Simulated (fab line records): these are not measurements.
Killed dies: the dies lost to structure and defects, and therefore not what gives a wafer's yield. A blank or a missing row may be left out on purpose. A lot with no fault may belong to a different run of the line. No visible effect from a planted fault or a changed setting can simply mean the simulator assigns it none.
A lot that was struck, set against a sound lot    flow gf180mcu    14 steps out of a route of 602
Sound: wafers L596.1, L596.4, L596.6. The struck wafers were L600.4, L600.5, L600.6. At the end, the cause is stated.
Each step with rows lists, per side, the tool, then ch with its chambers, then its first start. Under that, the readings that differ: sound wafers    struck wafers    difference of the means    sigmas: that difference in standard deviations of wafers without a fault.
alike: same words and numbers on both sides, and readings whose means sit less than 2 such deviations apart. not compared: any withheld reading, any reading some wafer has no value for, any bound like >300 that may hide the same value, and any number with overlapping values for which the record gives no deviation.
A row with sigmas, a row that says differs or no value, or rows on one side alone: a step with any of these is where the two part. Numbers that have no deviation but don't overlap get no sigmas and don't part them. Lack of a reading on every wafer of one side parts them only where that side has two or more wafers.

first, 1 step without rows for these wafers: GF_LVPWELL_DEVELOP_06 (develop time 60 s).
GF_LVPWELL_OVL_MEAS_07:
  sound on overlay-02 at day 4 13:38; struck on overlay-01 at day 5 17:33
reading           sound           struck       difference  sigmas
LVPWELL_OVL (nm)  -1.8 -1.0 -2.6  2.4 2.5 2.5  +4.3        +3
then, 2 steps without rows for these wafers: GF_LVPWELL_IMPLANT_08; GF_LVPWELL_IMPLANT_09.
GF_LVPWELL_STRIP_10: strips in O2/N2.
  sound on plasma asher-04 ch 0,1, day 4 13:58; struck on plasma asher-02 ch 0,1, day 5 17:54
  alike: drypump motor current A, heater power w, oes product au, strip time to endpoint s
  not compared: rf hours counter h
GF_LVPWELL_TW_MEAS_11:
  sound on film metro-03 at day 4 14:04; struck on film metro-01 at day 5 18:00
  alike: LVPWELL_TW
then, 6 steps without rows for these wafers: GF_MVSD_DEHYDRATE_00 (time 60 s); GF_MVSD_HMDS_01 (prime time 60 s); GF_MVSD_COAT_02 (resist thk 3000 nm); GF_MVSD_SOFTBAKE_03; GF_MVSD_EXPOSE_04 (exposes mask MVSD, target cd 1000 nm); GF_MVSD_PEB_05.
GF_MVSD_DEVELOP_06: develop time 60 s.
  struck on litho track-04, day 6 08:00; sound on litho track-04 ch 0, day 5 03:00
  no value came back on the struck wafers for chill plate temp C (C), develop time s (s), developer temp C (C); on the sound wafers chill plate temp C (C) reads 23.06 23.10 23.09
GF_MVSD_OVL_MEAS_07:
  sound on overlay-01 at day 5 03:59; struck on overlay-01 at day 6 08:51
reading        sound        struck  difference                     sigmas
MVSD_OVL (nm)  1.7 0.3 1.0  - - -   no value on the struck wafers  

## WHERE THEY PART
First at GF_LVPWELL_OVL_MEAS_07; last, within this record, at GF_MVSD_OVL_MEAS_07.

WHY: whatever the simulator had introduced
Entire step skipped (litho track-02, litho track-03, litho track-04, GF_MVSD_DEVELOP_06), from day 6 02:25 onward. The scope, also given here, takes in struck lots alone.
